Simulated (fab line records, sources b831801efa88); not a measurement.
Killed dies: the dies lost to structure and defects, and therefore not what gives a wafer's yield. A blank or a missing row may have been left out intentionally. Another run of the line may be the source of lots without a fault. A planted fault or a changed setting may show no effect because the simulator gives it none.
Which tool did it? | flow sky130 | 33 wafers from 11 lots sampled at 7 of the route's 708 steps

## WHAT THE GAUGES SHOWED, per wafer
SKY_LDD_N_OVL_MEAS_07. Usual: LDD_N_OVL gives 1.2 nm (standard deviation 1.2).
lot  | measured     | on         | LDD_N_OVL (nm) | flag
L656 | day 17 11:35 | overlay-02 | 0.8 2.2 1.8    |
L659 | day 18 21:11 | overlay-02 | 1.7 1.8 1.8    |
L662 | day 20 06:38 | overlay-02 | 1.4 1.2 1.3    |
L664 | day 20 19:41 | overlay-01 | 2.0 2.6 1.4    |
L667 | day 21 23:39 | overlay-02 | 2.9 3.1 2.1    |
L669 | day 22 15:23 | overlay-01 | 1.1 -0.6 -0.7  |
L670 | day 22 19:35 | overlay-01 | -0.5 -0.6 1.1  |
L671 | day 22 23:57 | overlay-01 | - - -          | OFF
L672 | day 23 19:39 | overlay-02 | 0.4 0.5 0.4    |
L673 | day 23 20:53 | overlay-02 | 0.9 1.0 -1.0   |
L674 | day 24 08:50 | overlay-02 | 2.4 2.1 1.5    |

SKY_LDD_N_TW_MEAS_17. Usual: LDD_N_TW gives 2597 (standard deviation 27).
lot  | measured     | on            | LDD_N_TW       | flag
L656 | day 17 12:55 | film_metro-01 | 2622 2617 2629 |
L659 | day 18 22:32 | film_metro-01 | 2625 2649 2632 |
L662 | day 20 07:58 | film_metro-01 | 2628 2629 2633 |
L664 | day 20 21:02 | film_metro-03 | 2555 2574 2542 |
L667 | day 22 00:59 | film_metro-03 | 2561 2568 2561 |
L669 | day 22 16:43 | film_metro-03 | 2560 2550 2564 |
L670 | day 22 20:56 | film_metro-02 | 2582 2597 2597 |
L671 | day 23 01:17 | film_metro-02 | 30 30 30       | OFF
L672 | day 23 20:59 | film_metro-02 | 2579 2590 2581 |
L673 | day 23 22:13 | film_metro-01 | 2651 2616 2630 |
L674 | day 24 10:11 | film_metro-02 | 2586 2585 2591 |

SKY_LDD_P_TW_MEAS_11. Usual: LDD_P_TW gives 633 (standard deviation 3.6).
lot  | measured     | on            | LDD_P_TW       | flag
L656 | day 18 19:20 | film_metro-03 | 629 625 630    |
L659 | day 20 06:04 | film_metro-03 | 624 628 627    |
L662 | day 21 14:01 | film_metro-04 | 636 635 636    |
L664 | day 22 03:44 | film_metro-04 | 635 637 640    |
L667 | day 23 07:59 | film_metro-02 | 635 636 638    |
L669 | day 23 23:33 | film_metro-04 | 639 639 638    |
L670 | day 24 03:01 | film_metro-03 | 634 632 634    |
L671 | day 24 07:15 | film_metro-02 | 2606 2582 2602 | OFF
L672 | day 25 03:02 | film_metro-02 | 635 635 634    |
L673 | day 25 04:38 | film_metro-03 | 627 630 629    |
L674 | day 25 16:37 | film_metro-04 | 629 635 634    |

SKY_RES_XHIGH_TW_MEAS_09. Usual: RES_XHIGH_TW gives 1638 (standard deviation 18).
lot  | measured     | on            | RES_XHIGH_TW   | flag
L656 | day 26 13:41 | film_metro-04 | 1652 1648 1635 |
L659 | day 27 21:13 | film_metro-04 | 1629 1637 1630 |
L662 | day 29 05:04 | film_metro-03 | 1621 1613 1615 |
L664 | day 29 17:31 | film_metro-01 | 1649 1643 1651 |
L667 | day 30 20:59 | film_metro-04 | 1624 1627 1625 |
L669 | day 31 08:02 | film_metro-01 | 1659 1665 1667 |
L670 | day 31 13:07 | film_metro-04 | 1623 1625 1625 |
L671 | day 31 17:36 | film_metro-04 | 1632 1628 1621 |
L672 | day 32 10:52 | film_metro-04 | 1620 1621 1624 |
L673 | day 32 11:32 | film_metro-04 | 1622 1626 1626 |
L674 | day 32 22:25 | film_metro-03 | 1624 1618 1630 |

SKY_LOCAL_INTERCONNECT_RS_MEAS_01: measurement is done with a four-point probe. Usual: LOCAL_INTERCONNECT_TIN_RS gives 14.02 ohm/sq (standard deviation 0.21).
lot  | measured     | on            | LOCAL_INTERCONNECT_TIN_RS (ohm/sq) | flag
L656 | day 29 01:49 | film_metro-02 | 13.76 14.06 13.86                  |
L659 | day 30 10:54 | film_metro-04 | 14.68 14.05 14.28                  |
L662 | day 31 16:56 | film_metro-01 | 13.96 14.16 13.98                  |
L664 | day 32 07:02 | film_metro-04 | 13.99 13.70 13.89                  |
L667 | day 33 05:48 | film_metro-04 | 13.78 14.03 13.94                  |
L669 | day 33 16:22 | film_metro-02 | 14.11 14.49 14.56                  |
L670 | day 33 21:34 | film_metro-02 | 14.33 14.32 13.87                  |
L671 | day 34 00:42 | film_metro-02 | 14.01 13.84 13.99                  |
L672 | day 34 18:20 | film_metro-04 | 13.92 14.22 14.15                  |
L673 | day 34 19:10 | film_metro-02 | 14.27 14.11 14.20                  |
L674 | day 35 06:38 | film_metro-04 | 13.80 13.93 13.81                  |

SKY_CONTACT_THK_MEAS_03. Usual: CONTACT_HDPCVD_THK gives 566 nm (standard deviation 8.4).
lot  | measured     | on            | CONTACT_HDPCVD_THK (nm) | flag
L656 | day 30 08:10 | film_metro-02 | 571 557 557             |
L659 | day 31 15:08 | film_metro-03 | 563 571 571             |
L662 | day 32 20:55 | film_metro-03 | 563 564 570             |
L664 | day 33 11:01 | film_metro-01 | 561 574 554             |
L667 | day 34 09:23 | film_metro-01 | 568 572 571             |
L669 | day 34 20:16 | film_metro-03 | 569 569 572             |
L670 | day 35 00:08 | film_metro-02 | 564 569 576             |
L671 | day 35 04:10 | film_metro-03 | 564 546 562             |
L672 | day 35 21:52 | film_metro-02 | 563 568 568             |
L673 | day 35 22:48 | film_metro-01 | 579 567 575             |
L674 | day 36 09:44 | film_metro-03 | 571 572 548             |

## WHAT TOOL EACH LOT RAN ON (gives the tool, then ch and the chambers of the sampled wafers, and finally the start)
lot  | SKY_LDD_N_EXPOSE_04
L656 | iline_stepper-01 ch 0, day 16 21:16
L659 | iline_stepper-02 ch 0, day 18 06:11
L662 | iline_stepper-01 ch 0, day 19 15:22
L664 | iline_stepper-02 ch 0, day 20 05:52
L667 | iline_stepper-02 ch 0, day 21 08:35
L669 | iline_stepper-02 ch 0, day 22 00:19
L670 | iline_stepper-02 ch 0, day 22 03:29
L671 | iline_stepper-02 ch 0, day 22 08:33
L672 | iline_stepper-02 ch 0, day 23 04:23
L673 | iline_stepper-01 ch 0, day 23 06:00
L674 | iline_stepper-01 ch 0, day 23 17:47
- SKY_LDD_N_EXPOSE_04: exposes mask NTM, target cd 840 nm.

## AS READ BY THE TOOLS THEMSELVES (means over the sampled wafers that have a number; for cases with no such wafer, the mark the record gives instead)
SKY_LDD_N_EXPOSE_04. Usual: exposure_dose_mJ_cm2 110.00, standard deviation 0.12; reticle_temp_C 22.98 C, standard deviation 0.089.
lot  | tool             | exposure_dose_mJ_cm2 | reticle_temp_C (C) | flag
L656 | iline_stepper-01 | 110.20               | 23.05              |
L659 | iline_stepper-02 | 109.99               | 22.92              |
L662 | iline_stepper-01 | 110.01               | 22.95              |
L664 | iline_stepper-02 | 109.98               | 23.00              |
L667 | iline_stepper-02 | 110.06               | 22.97              |
L669 | iline_stepper-02 | 109.97               | 22.98              |
L670 | iline_stepper-02 | 110.02               | 23.05              |
L671 | iline_stepper-02 | 109.78               | 23.06              |
L672 | iline_stepper-02 | 110.13               | 22.94              |
L673 | iline_stepper-01 | 110.07               | 23.05              |
L674 | iline_stepper-01 | 110.07               | 22.97              |

## THE ANSWER, worked out from the rows above alone
Rule: a lot is off if the mean of its wafers that have a number lies more than 3 standard deviations from the usual mean. A lot without any number at a reading at which 4 lots or more have one is off too. All remaining lots with rows at the step are treated as sound. The gauges are gone through in route order, then the tools' own readings, and for those a lot's mean is taken as printed above. At the first step where some lot is off, the reading lying furthest off is the one used; lots without a number count as furthest.
Off: L671, at SKY_LDD_N_OVL_MEAS_07 (LDD_N_OVL). Without a number there: L671.
A tool fits if, at a process step before that reading, it ran every lot that is off, and no sound lot after the first of them. Not tried: the gauges at SKY_LDD_N_OVL_MEAS_07; whatever is off there is also off at SKY_LDD_N_TW_MEAS_17, on other tools, and gauge error can't account for it. Of those tried, none fits.

## WHAT THE SIMULATOR HAD INSERTED
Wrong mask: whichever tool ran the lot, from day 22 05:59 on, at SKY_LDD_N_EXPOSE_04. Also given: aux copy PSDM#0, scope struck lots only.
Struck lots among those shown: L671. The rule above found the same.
